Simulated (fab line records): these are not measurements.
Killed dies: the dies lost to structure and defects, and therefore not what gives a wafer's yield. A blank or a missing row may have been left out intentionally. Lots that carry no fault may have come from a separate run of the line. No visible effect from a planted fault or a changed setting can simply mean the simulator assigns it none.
The tool behind it: which one? | flow gf180mcu | 24 lots with 72 wafers sampled at 4 steps, on a route of 602 steps

## WHAT THE GAUGES SHOWED, per wafer
GF_MIM_RS_MEAS_10: a four-point-probe measurement. Usual: for MIM_ALCU_RS the level is 0.1591 ohm/sq and the standard deviation is 0.002.
lot  | measured     | on            | MIM_ALCU_RS (ohm/sq) | flag
L074 | day 24 10:52 | film_metro-04 | 0.1572 0.1594 0.1562 |
L075 | day 24 13:16 | film_metro-02 | 0.1630 0.1588 0.1616 |
L076 | day 25 00:15 | film_metro-04 | 0.1590 0.1570 0.1592 |
L077 | day 25 10:36 | film_metro-04 | 0.1607 0.1598 0.1581 |
L078 | day 25 16:54 | film_metro-02 | 0.1570 0.1587 0.1569 |
L079 | day 25 22:11 | film_metro-02 | 0.1580 0.1609 0.1569 |
L080 | day 26 08:58 | film_metro-02 | 0.1615 0.1578 0.1609 |
L081 | day 26 22:53 | film_metro-03 | 0.1614 0.1569 0.1609 |
L082 | day 26 23:09 | film_metro-04 | 0.1581 0.1576 0.1590 |
L083 | day 27 10:17 | film_metro-02 | 0.1580 0.1624 0.1590 |
L084 | day 28 02:33 | film_metro-04 | 0.1596 0.1588 0.1586 |
L085 | day 28 09:49 | film_metro-02 | 0.1604 0.1624 0.1566 |
L086 | day 28 15:36 | film_metro-03 | 0.1557 0.1594 0.1574 |
L087 | day 28 20:21 | film_metro-03 | 0.1549 0.1576 0.1571 |
L088 | day 29 00:46 | film_metro-03 | 0.1593 0.1585 0.1615 |
L090 | day 29 16:02 | film_metro-02 | 0.1560 0.1575 0.1597 |
L089 | day 29 19:28 | film_metro-02 | 0.1582 0.1547 0.1575 |
L091 | day 29 23:13 | film_metro-02 | 0.1567 0.1618 0.1576 |
L092 | day 30 00:12 | film_metro-02 | 0.1571 0.1608 0.1581 |
L093 | day 30 08:28 | film_metro-04 | 0.1551 0.1572 0.1565 |
L094 | day 30 14:42 | film_metro-03 | 0.1594 0.1569 0.1597 |
L096 | day 31 05:32 | film_metro-02 | 0.1596 0.1620 0.1607 |
L095 | day 31 04:52 | film_metro-02 | 0.1623 0.1600 0.1617 |
L097 | day 31 15:05 | film_metro-02 | 0.1588 0.1593 0.1565 |

GF_MIM_THK_MEAS_11: measures by xrf. Usual: for MIM_ALCU_THK the level is 199.7 nm and the standard deviation is 2.4.
lot  | measured     | on            | MIM_ALCU_THK (nm) | flag
L074 | day 24 10:59 | film_metro-04 | 203.0 199.7 204.4 |
L075 | day 24 13:23 | film_metro-02 | 195.4 200.8 197.0 |
L076 | day 25 00:22 | film_metro-04 | 200.2 203.2 200.9 |
L077 | day 25 10:43 | film_metro-04 | 199.1 198.9 201.3 |
L078 | day 25 17:00 | film_metro-02 | 201.7 199.4 202.9 |
L079 | day 25 22:17 | film_metro-02 | 201.0 197.1 202.6 |
L080 | day 26 09:04 | film_metro-02 | 198.3 203.0 200.4 |
L081 | day 26 23:00 | film_metro-03 | 196.5 200.9 195.9 |
L082 | day 26 23:15 | film_metro-04 | 202.4 202.5 199.3 |
L083 | day 27 10:23 | film_metro-02 | 202.0 196.7 200.7 |
L084 | day 28 02:40 | film_metro-04 | 198.3 200.0 200.8 |
L085 | day 28 09:56 | film_metro-02 | 198.5 198.1 203.2 |
L086 | day 28 15:43 | film_metro-03 | 202.8 198.4 200.6 |
L087 | day 28 20:28 | film_metro-03 | 202.8 201.2 200.3 |
L088 | day 29 00:53 | film_metro-03 | 198.4 199.6 194.9 |
L090 | day 29 16:08 | film_metro-02 | 202.6 199.8 199.1 |
L089 | day 29 19:35 | film_metro-02 | 200.0 204.7 201.9 |
L091 | day 29 23:20 | film_metro-02 | 202.2 195.2 200.6 |
L092 | day 30 00:18 | film_metro-02 | 202.4 198.0 201.5 |
L093 | day 30 08:34 | film_metro-04 | 203.1 201.8 201.5 |
L094 | day 30 14:49 | film_metro-03 | 196.9 201.5 196.7 |
L096 | day 31 05:39 | film_metro-02 | 198.4 196.7 197.9 |
L095 | day 31 04:58 | film_metro-02 | 196.8 199.0 196.4 |
L097 | day 31 15:11 | film_metro-02 | 199.3 199.7 203.2 |

## WHICH TOOL RAN EACH LOT (tool, then ch and the chambers of the sampled wafers, then the start)
lot  | GF_M3_SPUTTER_04             | GF_MIM_SPUTTER_01
L074 | pvd_sputter-03, day 20 07:32 | pvd_sputter-01, day 24 10:34
L075 | pvd_sputter-02, day 20 11:19 | pvd_sputter-02, day 24 12:58
L076 | pvd_sputter-02, day 20 22:34 | pvd_sputter-03, day 24 23:56
L077 | pvd_sputter-01, day 21 08:56 | pvd_sputter-01, day 25 10:17
L078 | pvd_sputter-03, day 21 16:07 | pvd_sputter-03, day 25 16:32
L079 | pvd_sputter-01, day 22 00:11 | pvd_sputter-01, day 25 21:50
L080 | pvd_sputter-03, day 22 11:05 | pvd_sputter-01, day 26 08:37
L081 | pvd_sputter-01, day 23 00:59 | pvd_sputter-01, day 26 22:27
L082 | pvd_sputter-02, day 23 01:49 | pvd_sputter-01, day 26 22:47
L083 | pvd_sputter-01, day 23 14:19 | pvd_sputter-02, day 27 09:56
L084 | pvd_sputter-02, day 24 09:06 | pvd_sputter-02, day 28 02:14
L085 | pvd_sputter-02, day 24 16:47 | pvd_sputter-03, day 28 09:29
L086 | pvd_sputter-02, day 24 22:53 | pvd_sputter-03, day 28 15:16
L087 | pvd_sputter-02, day 25 04:56 | pvd_sputter-02, day 28 20:01
L088 | pvd_sputter-03, day 25 08:38 | pvd_sputter-02, day 29 00:26
L090 | pvd_sputter-01, day 26 01:04 | pvd_sputter-01, day 29 15:41
L089 | pvd_sputter-01, day 26 05:52 | pvd_sputter-03, day 29 19:08
L091 | pvd_sputter-03, day 26 10:23 | pvd_sputter-03, day 29 22:53
L092 | pvd_sputter-02, day 26 11:41 | pvd_sputter-03, day 29 23:50
L093 | pvd_sputter-01, day 26 19:29 | pvd_sputter-03, day 30 08:06
L094 | pvd_sputter-02, day 27 03:31 | pvd_sputter-03, day 30 14:22
L096 | pvd_sputter-01, day 27 19:52 | pvd_sputter-01, day 31 05:13
L095 | pvd_sputter-02, day 27 19:52 | pvd_sputter-01, day 31 04:31
L097 | pvd_sputter-03, day 28 06:05 | pvd_sputter-01, day 31 14:44
- GF_M3_SPUTTER_04: material TiN, target thk 50 nm, time 41.7 s.
- GF_MIM_SPUTTER_01: material TiN, target thk 30 nm, time 25 s.

## WHAT THE TOOLS THEMSELVES READ (means of the sampled wafers that have a number; where no wafer has one, the mark that the record gives instead)
GF_M3_SPUTTER_04. Usual: throttle_valve_pct reads 30.0 % (standard deviation 1.4).
lot  | tool           | throttle_valve_pct (%) | flag
L074 | pvd_sputter-03 | 30.5                   |
L075 | pvd_sputter-02 | 31.1                   |
L076 | pvd_sputter-02 | 30.1                   |
L077 | pvd_sputter-01 | 29.7                   |
L078 | pvd_sputter-03 | 31.8                   |
L079 | pvd_sputter-01 | 29.7                   |
L080 | pvd_sputter-03 | 29.5                   |
L081 | pvd_sputter-01 | 28.2                   |
L082 | pvd_sputter-02 | 30.3                   |
L083 | pvd_sputter-01 | 28.5                   |
L084 | pvd_sputter-02 | 31.1                   |
L085 | pvd_sputter-02 | 30.2                   |
L086 | pvd_sputter-02 | 30.9                   |
L087 | pvd_sputter-02 | 30.7                   |
L088 | pvd_sputter-03 | 31.8                   |
L090 | pvd_sputter-01 | 29.1                   |
L089 | pvd_sputter-01 | 28.9                   |
L091 | pvd_sputter-03 | 29.8                   |
L092 | pvd_sputter-02 | 30.1                   |
L093 | pvd_sputter-01 | 28.8                   |
L094 | pvd_sputter-02 | 30.0                   |
L096 | pvd_sputter-01 | 28.5                   |
L095 | pvd_sputter-02 | 30.4                   |
L097 | pvd_sputter-03 | 30.5                   |

GF_MIM_SPUTTER_01. Usual: throttle_valve_pct reads 29.8 % (standard deviation 1.4).
lot  | tool           | throttle_valve_pct (%) | flag
L074 | pvd_sputter-01 | 28.2                   |
L075 | pvd_sputter-02 | 30.4                   |
L076 | pvd_sputter-03 | 30.4                   |
L077 | pvd_sputter-01 | 29.2                   |
L078 | pvd_sputter-03 | 29.9                   |
L079 | pvd_sputter-01 | 29.4                   |
L080 | pvd_sputter-01 | 29.5                   |
L081 | pvd_sputter-01 | 28.5                   |
L082 | pvd_sputter-01 | 27.9                   |
L083 | pvd_sputter-02 | 29.9                   |
L084 | pvd_sputter-02 | 30.6                   |
L085 | pvd_sputter-03 | 31.0                   |
L086 | pvd_sputter-03 | 31.9                   |
L087 | pvd_sputter-02 | 30.7                   |
L088 | pvd_sputter-02 | 30.7                   |
L090 | pvd_sputter-01 | 29.1                   |
L089 | pvd_sputter-03 | 30.1                   |
L091 | pvd_sputter-03 | 30.5                   |
L092 | pvd_sputter-03 | 30.3                   |
L093 | pvd_sputter-03 | 29.0                   |
L094 | pvd_sputter-03 | 30.3                   |
L096 | pvd_sputter-01 | 29.5                   |
L095 | pvd_sputter-01 | 28.4                   |
L097 | pvd_sputter-01 | 29.8                   |

## THE ANSWER, worked out from the rows above alone
Rule: a lot is off if the mean of its wafers that have a number lies more than 3 standard deviations from the usual mean. A lot without any number at a reading at which 4 lots or more have one is off too. All remaining lots with rows at the step are treated as sound. First the gauges in route order, then the tools' own readings, where a lot's mean is used as printed above. At the first step where some lot is off, the reading lying furthest off is the one used; lots without a number count as furthest.
Across all readings shown, no lot is off: no conclusion can be drawn from this.

## WHAT THE SIMULATOR HAD PUT IN
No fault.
